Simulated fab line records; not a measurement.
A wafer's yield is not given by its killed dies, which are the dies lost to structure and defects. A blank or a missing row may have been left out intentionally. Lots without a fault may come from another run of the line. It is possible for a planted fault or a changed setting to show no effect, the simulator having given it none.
Comparing a struck lot with a sound one ; flow sfqLine ; 42 out of 325 route steps
Sound: the wafers L283.2, L283.5, L283.6. Struck: wafer L276.6 (left out: L276.4, L276.5 of the same lot, which were not struck); the cause appears at the end.
Order at every step that has rows: each side's tool, ch and its chambers, its first start. Under that, the readings that differ: sound wafers ; struck wafers ; difference of the means ; sigmas: that difference in standard deviations of wafers without a fault.
alike: readings with means less than 2 such deviations apart, plus words and numbers identical on both sides. not compared: withheld readings, readings lacking a value on some wafer, bounds such as >300 that could conceal the same value, and numbers that have no deviation in the record and whose values overlap.
The two part at a step that has a row with sigmas, a row that says differs or no value, or rows on one side only. When numbers do not overlap yet have no deviation, they are printed without sigmas and do not part them. A reading missing from all wafers of one side parts the sides only when that side holds two or more wafers.

first, 6 steps without rows for these wafers: SFQ_TRILAYER_I6_VIA_LITHO_COAT_174 (resist thk 62 nm); SFQ_TRILAYER_I6_VIA_LITHO_COAT_169 (resist thk 650 nm); SFQ_TRILAYER_I6_VIA_LITHO_SOFTBAKE_173; SFQ_TRILAYER_I6_VIA_LITHO_EXPOSE_170 (exposes mask I6, target cd 700 nm); SFQ_TRILAYER_I6_VIA_LITHO_PEB_172 (peb time 60 s); SFQ_TRILAYER_I6_VIA_LITHO_DEVELOP_171 (time 60 s).
SFQ_I6_OVL_MEAS_942:
  sound: overlay-01 at day 82 04:13; struck: overlay-02 at day 80 07:43
  alike: I6_OVL
SFQ_TRILAYER_I6_VIA_BARC_OPEN_VIA_ETCH_235: etches BARC in O2, target depth 125 nm, time 41.7 s.
  sound on rieDiel-01 ch 1,2, day 82 04:15; struck on rieDiel-02 ch 0, day 80 07:44
reading;sound;struck;difference;sigmas
oesProductAu (a.u.);0.683 0.684 0.682;0.695;+0.012;+2
  alike: drypumpMotorCurrentA
  not compared: rfHoursCounterH
then, 1 step without rows for these wafers: SFQ_TRILAYER_I6_VIA_ETCH_VIA_ETCH_172 (etches SiO2 in CHF3, stops on Nb, target depth 260 nm).
SFQ_TRILAYER_I6_VIA_STRIP_STRIP_173: strips in O2.
  sound on rieMetal-03 ch 0,1, day 82 04:25; struck on rieMetal-01 ch 1, day 80 08:05
  alike: drypumpMotorCurrentA, oesProductAu
  not compared: rfHoursCounterH
then, 2 steps without rows for these wafers: SFQ_TRILAYER_I6_VIA_STRIP_SOLV_CLEAN_174 (cleans in NMP, time 600 s); SFQ_TRILAYER_M7_DEP_PRE_CLEAN_176 (time 22.5 s).
SFQ_TRILAYER_M7_DEP_SPUTTER_175: material Nb, target thk 200 nm, time 133.3 s.
  sound: pvdSputter-06 at day 82 05:13; struck: pvdSputter-05 at day 80 08:42
reading;sound;struck;difference;sigmas
model.Nb_of_TRILAYER_M7_DEP_SPUTTER_175.thkNm (nm);196.7 198 197.8;213.7;+16.2;
  alike: throttleValvePct
SFQ_M7_RS_MEAS_943: uses a four-point probe to measure.
  sound: filmMetro-03 at day 82 05:19; struck: filmMetro-02 at day 80 08:51
reading;sound;struck;difference;sigmas
M7_NB_RS (ohm/sq);0.906 0.900 0.899;0.833;-0.069;-8
then, 6 steps without rows for these wafers: SFQ_TRILAYER_M7_LITHO_COAT_182 (resist thk 62 nm); SFQ_TRILAYER_M7_LITHO_COAT_177 (resist thk 600 nm); SFQ_TRILAYER_M7_LITHO_SOFTBAKE_181; SFQ_TRILAYER_M7_LITHO_EXPOSE_178 (exposes mask M7, target cd 500 nm); SFQ_TRILAYER_M7_LITHO_PEB_180 (peb time 60 s); SFQ_TRILAYER_M7_LITHO_DEVELOP_179 (time 60 s).
SFQ_M7_OVL_MEAS_945:
  sound: overlay-02 at day 86 07:59; struck: overlay-01 at day 80 12:41
  alike: M7_OVL
then, 1 step without rows for these wafers: SFQ_TRILAYER_M7_BARC_OPEN_METAL_ETCH_229 (etches BARC in O2, target depth 125 nm, time 41.7 s).
SFQ_TRILAYER_M7_ETCH_METAL_ETCH_180: etches Nb in Cl2/Ar, stops on SiO2, target depth 240 nm, time 120 s.
  sound on rieMetal-03 ch 0,1, day 86 08:04; struck on rieMetal-02 ch 1, day 80 12:48
reading;sound;struck;difference;sigmas
oesProductAu (a.u.);0.881 0.889 0.894;0.935;+0.047;+7
  alike: drypumpMotorCurrentA
  not compared: rfHoursCounterH
SFQ_TRILAYER_M7_STRIP_STRIP_181: strips in O2.
  sound on rieMetal-03 ch 0,1, day 86 08:11; struck on rieMetal-02 ch 1, day 80 13:05
  alike: drypumpMotorCurrentA, oesProductAu
  not compared: rfHoursCounterH
then, 3 steps without rows for these wafers: SFQ_TRILAYER_M7_STRIP_SOLV_CLEAN_182 (cleans in NMP, time 600 s); SFQ_TRILAYER_I7_DEP_PECVD_183 (deposits SiO2 from SiH4/N2O, time 111.11 s, target thk 500 nm); SFQ_TRILAYER_I7_CMP_CMP_184 (polishes SiO2).
SFQ_I7_BOW_MEAS_946:
  sound: filmMetro-04 at day 86 16:31; struck: filmMetro-04 at day 80 18:11
  alike: I7_BOW
then, 7 steps without rows for these wafers: SFQ_TRILAYER_I7_METRO_MEASURE_185; SFQ_TRILAYER_I7_VIA_LITHO_COAT_192 (resist thk 62 nm); SFQ_TRILAYER_I7_VIA_LITHO_COAT_187 (resist thk 650 nm); SFQ_TRILAYER_I7_VIA_LITHO_SOFTBAKE_191; SFQ_TRILAYER_I7_VIA_LITHO_EXPOSE_188 (exposes mask I7, target cd 1000 nm); SFQ_TRILAYER_I7_VIA_LITHO_PEB_190 (peb time 60 s); SFQ_TRILAYER_I7_VIA_LITHO_DEVELOP_189 (time 60 s).
SFQ_I7_OVL_MEAS_947:
  sound: overlay-02 at day 89 21:11; struck: overlay-02 at day 81 00:38
  alike: I7_OVL
then, 1 step without rows for these wafers: SFQ_TRILAYER_I7_VIA_BARC_OPEN_VIA_ETCH_260 (etches BARC in O2, target depth 125 nm, time 41.7 s).
SFQ_TRILAYER_I7_VIA_ETCH_VIA_ETCH_190: etches SiO2 in CHF3, stops on Nb, target depth 260 nm.
  sound on rieDiel-02 ch 1,2,3, day 89 21:15; struck on rieDiel-03 ch 3, day 81 00:41
  alike: drypumpMotorCurrentA, oesProductAu
SFQ_TRILAYER_I7_VIA_STRIP_STRIP_191: strips in O2.
  sound on rieMetal-04 ch 0, day 89 21:34; struck on rieMetal-02 ch 0, day 81 01:01
  alike: drypumpMotorCurrentA, oesProductAu
  not compared: rfHoursCounterH
then, 2 steps without rows for these wafers: SFQ_TRILAYER_I7_VIA_STRIP_SOLV_CLEAN_192 (cleans in NMP, time 600 s); SFQ_TRILAYER_M8_LITHO_LOR_COAT_197.
-- the record jumps here: 4 days lie between the struck wafers' starts before and after --
SFQ_M8_BOW_MEAS_951:
  sound: filmMetro-02 at day 90 02:53; struck: filmMetro-02 at day 85 12:19
reading;sound;struck;difference;sigmas
model.etest.m7.ohmUm;1.8 1.792 1.794;1.67;-0.13;
model.etest.i6.linkOhm;1.901 1.9 1.891;1.804;-0.093;
model.etest.m7.ohmSq;0.9053 0.8994 0.8999;0.8333;-0.0682;
model.etest.i7.linkOhm;1.066 1.06 1.058;0.9944;-0.0669;
  alike: M8_BOW

WHERE THEY PART
Earliest at SFQ_TRILAYER_I6_VIA_BARC_OPEN_VIA_ETCH_235; latest, in this record, at SFQ_TRILAYER_M7_ETCH_METAL_ETCH_180. Later steps at which nothing parts them and some readings are alike: SFQ_TRILAYER_M7_STRIP_STRIP_181, SFQ_I7_BOW_MEAS_946, SFQ_I7_OVL_MEAS_947, SFQ_TRILAYER_I7_VIA_ETCH_VIA_ETCH_190, SFQ_TRILAYER_I7_VIA_STRIP_STRIP_191, SFQ_M8_BOW_MEAS_951.

WHY: whatever the simulator had introduced
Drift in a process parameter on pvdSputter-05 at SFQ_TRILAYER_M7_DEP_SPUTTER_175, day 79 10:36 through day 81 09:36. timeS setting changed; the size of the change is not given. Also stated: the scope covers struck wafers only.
